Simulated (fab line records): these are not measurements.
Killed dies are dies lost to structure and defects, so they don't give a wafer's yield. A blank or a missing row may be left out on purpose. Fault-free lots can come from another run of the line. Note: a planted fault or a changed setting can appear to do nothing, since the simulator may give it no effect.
Code-filled problem report in 8D (eight disciplines) form	flow gf180mcu	the parts of the form that need people (team, actions taken, sign-off) are left out

== 1. WHAT WENT WRONG ==
rfFwdPowerW at GF_POLY_GATE_ETCH_13 reads a mean of 332.2 W on 6 wafers of 2 lots; wafers without a fault read 397.0 W with a standard deviation of 1.6. Relative to the usual mean, that is a shift of -41 standard deviations.
The step: etches poly-Si in HBr/Cl2, stops on SiO2, target depth 198.5 nm, time 69.6 s.
The first sign was on wafer L518.1 at day 15 04:39, on rieSi-02. The record holds 18 wafers of 6 lots with a number at this step. By rule, "out" or "out of limits" means more than 4 standard deviations away from the usual mean. Any other wafer with a number is counted as sound.

== 2. WHAT THIS IS AND IS NOT ==
question	is	is not
which readings at this step	rfFwdPowerW, oesProductAu	drypumpMotorCurrentA
which lots	L518, L519	L505, L510, L517, L521
which wafers of those lots	all that have a number	-
read on which tools	rieSi-02	rieSi-01
when	from day 15 04:39	up to then (6 sound wafers); but 6 sound wafers of L517, L521 came after

== 3. THE SUSPECTS, EACH WITH WHAT RULES IT OUT ==
Counting: a tool stays on the suspect list if, at a process step up to the reading, it processed all lots that are out and no sound lot following the first of them.
- rieSi-02 at GF_POLY_GATE_ETCH_13 (etches poly-Si in HBr/Cl2, stops on SiO2, target depth 198.5 nm, time 69.6 s): kept. It ran every lot that is out, first L518 (day 15 04:39), and no sound lot after that; its last sound lot up to then is L510 (day 12 20:00). Its own readings are out on those wafers: oesProductAu, rfFwdPowerW.
Remaining after the count: rieSi-02 at GF_POLY_GATE_ETCH_13.

== 4. THE CAUSE (what the simulator had put in) ==
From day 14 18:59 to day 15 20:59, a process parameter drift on rieSi-02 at GF_POLY_GATE_ETCH_13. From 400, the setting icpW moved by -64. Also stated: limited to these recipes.
After counting, this tool was the only one left.

== 5. THE CHAIN OF EFFECTS, in route order ==
Each row: a reading whose mean over the struck wafers that have a number lies more than 3 standard deviations from the usual. Only readings for which the record gives a usual standard deviation are gone through. hours: the time from each lot's start at the first step in this table that gives one to its start at this step, as a median over the lots. sigmas: the change in usual standard deviations.
hours	step	reading	usual	on struck wafers	change	sigmas
0	GF_POLY_GATE_ETCH_13	oesProductAu	0.990 a.u.	0.932	-0.057	-7.2
0	GF_POLY_GATE_ETCH_13	rfFwdPowerW	397.0 W	332.2	-64.8	-41
Here are the process steps it includes:
- GF_POLY_GATE_ETCH_13: etches poly-Si in HBr/Cl2, stops on SiO2, target depth 198.5 nm, time 69.6 s.

== 6. HOW IT WOULD HAVE BEEN CAUGHT EARLIER ==
In this record the first reading out of limits was taken at day 15 04:39, 10 hours after the fault began at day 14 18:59.
